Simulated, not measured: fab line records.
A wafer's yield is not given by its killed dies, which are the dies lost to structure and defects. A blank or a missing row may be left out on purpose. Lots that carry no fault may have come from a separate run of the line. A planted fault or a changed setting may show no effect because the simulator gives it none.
Comparing a struck lot with a sound one    flow sfqLine    42 out of 325 route steps
Sound: the wafers L786.1, L786.4, L786.6. Struck: wafer L782.1; the same lot's L782.6 was not struck, so it is left out; see the end for the cause.
At each step with rows: each side's tool, then ch and its chambers, then its first start. Under that, the readings that differ: sound wafers    struck wafers    difference of the means    sigmas: that difference in standard deviations of wafers without a fault.
alike: same words and numbers on both sides, and readings whose means sit less than 2 such deviations apart. not compared: any withheld reading, any reading some wafer has no value for, any bound like >300 that may hide the same value, and any number with overlapping values for which the record gives no deviation.
The two part at a step that has a row with sigmas, a row that says differs or no value, or rows on one side only. Non-overlapping numbers with no deviation appear without sigmas and do not part them. A reading missing from all wafers of one side parts the sides only when that side holds two or more wafers.

first, 3 steps without rows for these wafers: SFQ_TRILAYER_I4_VIA_LITHO_EXPOSE_104 (exposes mask I4, target cd 700 nm); SFQ_TRILAYER_I4_VIA_LITHO_PEB_106 (peb time 60 s); SFQ_TRILAYER_I4_VIA_LITHO_DEVELOP_105 (time 60 s).
SFQ_I4_OVL_MEAS_928:
  sound on overlay-02 at day 46 05:45; struck on overlay-01 at day 44 20:09
  alike: I4_OVL
SFQ_TRILAYER_I4_VIA_BARC_OPEN_VIA_ETCH_146: etches BARC in O2, target depth 125 nm, time 41.7 s.
  sound on rieDiel-01 ch 0,1,3, day 46 05:47; struck on rieDiel-01 ch 1, day 44 20:11
  alike: drypumpMotorCurrentA, oesProductAu
  not compared: rfHoursCounterH
then, 7 steps without rows for these wafers: SFQ_TRILAYER_I4_VIA_ETCH_VIA_ETCH_106 (etches SiO2 in CHF3, stops on Nb, target depth 260 nm); SFQ_TRILAYER_I4_VIA_STRIP_STRIP_107 (strips in O2); SFQ_TRILAYER_I4_VIA_STRIP_SOLV_CLEAN_108 (cleans in NMP, time 600 s); SFQ_TRILAYER_JJ_TRILAYER_DEP_PRE_CLEAN_113 (time 22.5 s); SFQ_TRILAYER_JJ_TRILAYER_DEP_SPUTTER_109 (material Nb, target thk 150 nm, time 100 s); SFQ_TRILAYER_JJ_TRILAYER_DEP_SPUTTER_110 (material Al, target thk 8 nm, time 10 s); SFQ_TRILAYER_JJ_TRILAYER_DEP_AL_OXIDATION_111 (oxidation time 600 s).
SFQ_TRILAYER_JJ_TRILAYER_DEP_SPUTTER_112: material Nb, target thk 170 nm, time 113.3 s.
  sound on pvdSputter-03 at day 46 08:27; struck on pvdSputter-06 at day 44 22:14
reading                                                      sound              struck  difference  sigmas
throttleValvePct (%)                                         30.0 29.9 29.7     31.5    +1.6        +2
model.Nb_of_TRILAYER_JJ_TRILAYER_DEP_SPUTTER_112.thkNm (nm)  174.9 167.4 174.1  186.8   +14.7       
  alike: cathodeDcPowerW
SFQ_JJ_RS_MEAS_929: a four-point-probe measurement.
  sound on filmMetro-01 at day 46 08:32; struck on filmMetro-02 at day 44 22:19
reading            sound              struck  difference  sigmas
JJ_NB_RS (ohm/sq)  1.018 1.064 1.022  0.955   -0.080      -6
then, 6 steps without rows for these wafers: SFQ_TRILAYER_JJ_CE_LITHO_COAT_119 (resist thk 62 nm); SFQ_TRILAYER_JJ_CE_LITHO_COAT_114 (resist thk 600 nm); SFQ_TRILAYER_JJ_CE_LITHO_SOFTBAKE_118; SFQ_TRILAYER_JJ_CE_LITHO_EXPOSE_115 (exposes mask J5, target cd 700 nm); SFQ_TRILAYER_JJ_CE_LITHO_PEB_117 (peb time 60 s); SFQ_TRILAYER_JJ_CE_LITHO_DEVELOP_116 (time 60 s).
SFQ_JJ_OVL_MEAS_931:
  sound on overlay-02 at day 47 06:53; struck on overlay-02 at day 45 23:38
  alike: J5_OVL
SFQ_TRILAYER_JJ_CE_METRO_MEASURE_117:
  sound on cdSem-01 at day 47 06:55; struck on cdSem-01 at day 45 23:41
  alike: cdNm
then, 1 step without rows for these wafers: SFQ_TRILAYER_JJ_CE_BARC_OPEN_RIE_150 (chemistry O2, target BARC, target depth 240 nm, time 80 s).
SFQ_TRILAYER_JJ_CE_ETCH_RIE_118: chemistry SF6, target Nb, stops on Al2O3, time 97.7 s, target depth 170 nm.
  sound on rieMetal-04 ch 0,1, day 47 08:13; struck on rieMetal-04 ch 0, day 46 00:58
  alike: drypumpMotorCurrentA, heBacksideLeakSccm, oesProductAu
  not compared: rfHoursCounterH
then, 9 steps without rows for these wafers: SFQ_TRILAYER_JJ_ANODIZE_ANODIZE_119; SFQ_TRILAYER_JJ_CE_STRIP_STRIP_120 (strips in O2); SFQ_TRILAYER_JJ_CE_STRIP_SOLV_CLEAN_121 (cleans in NMP, time 600 s); SFQ_TRILAYER_M5_LITHO_COAT_128 (resist thk 62 nm); SFQ_TRILAYER_M5_LITHO_COAT_123 (resist thk 600 nm); SFQ_TRILAYER_M5_LITHO_SOFTBAKE_127; SFQ_TRILAYER_M5_LITHO_EXPOSE_124 (exposes mask M5, target cd 700 nm); SFQ_TRILAYER_M5_LITHO_PEB_126 (peb time 60 s); SFQ_TRILAYER_M5_LITHO_DEVELOP_125 (time 60 s).
-- the record jumps here: 4 days lie between the struck wafers' starts before and after --
SFQ_M5_OVL_MEAS_932:
  sound on overlay-02 at day 51 12:24; struck on overlay-02 at day 50 12:24
  alike: M5_OVL
then, 1 step without rows for these wafers: SFQ_TRILAYER_M5_BARC_OPEN_METAL_ETCH_161 (etches BARC in O2, target depth 125 nm, time 41.7 s).
SFQ_TRILAYER_M5_ETCH_METAL_ETCH_126: etches Nb in Cl2/BCl3, stops on SiO2, time 203.2 s, target depth 265 nm.
  sound on rieMetal-03 ch 0, day 51 12:32; struck on rieMetal-03 ch 1, day 50 12:29
reading                    sound           struck  difference  sigmas
heBacksideLeakSccm (sccm)  3.53 3.85 3.92  3.30    -0.47       -2
  alike: drypumpMotorCurrentA, oesProductAu
  not compared: rfHoursCounterH
SFQ_TRILAYER_M5_STRIP_STRIP_127: strips in O2.
  sound on rieMetal-03 ch 0, day 51 12:53; struck on rieMetal-03 ch 1, day 50 12:41
reading              sound              struck  difference  sigmas
oesProductAu (a.u.)  1.028 1.025 1.027  1.000   -0.027      -2
  alike: drypumpMotorCurrentA, heBacksideLeakSccm
  not compared: rfHoursCounterH
then, 4 steps without rows for these wafers: SFQ_TRILAYER_M5_STRIP_SOLV_CLEAN_128 (cleans in NMP, time 600 s); SFQ_TRILAYER_A5B_DEP_PECVD_129 (deposits SiO2 from SiH4/N2O, time 133.33 s, target thk 600 nm); SFQ_TRILAYER_A5B_CMP_CMP_130 (polishes, stops on Nb, target thk 340.7 nm); SFQ_TRILAYER_A5B_METRO_MEASURE_131.
-- the record jumps here: 6 days lie between the struck wafers' starts before and after --
SFQ_TRILAYER_R5_ETCH_METAL_ETCH_139: etches the open film in Cl2, stops on SiO2, target depth 60 nm, time 40 s.
  sound on rieMetal-02 ch 0,1, day 57 17:09; struck on rieMetal-04 ch 1, day 56 19:08
reading                                                      sound            struck  difference  sigmas
model.Nb_of_TRILAYER_JJ_TRILAYER_DEP_SPUTTER_112.thkNm (nm)  164.8 157.6 164  176.3   +14.2       
  alike: drypumpMotorCurrentA, heBacksideLeakSccm, oesProductAu
  not compared: rfHoursCounterH

== WHERE THEY PART ==
Earliest at SFQ_TRILAYER_JJ_TRILAYER_DEP_SPUTTER_112; latest, in this record, at SFQ_TRILAYER_M5_STRIP_STRIP_127. Later steps at which nothing parts them and some readings are alike: SFQ_TRILAYER_R5_ETCH_METAL_ETCH_139.

WHY: what had been put in by the simulator
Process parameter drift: pvdSputter-06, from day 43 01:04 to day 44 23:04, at SFQ_TRILAYER_JJ_TRILAYER_DEP_SPUTTER_112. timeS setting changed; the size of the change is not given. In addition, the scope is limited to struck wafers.
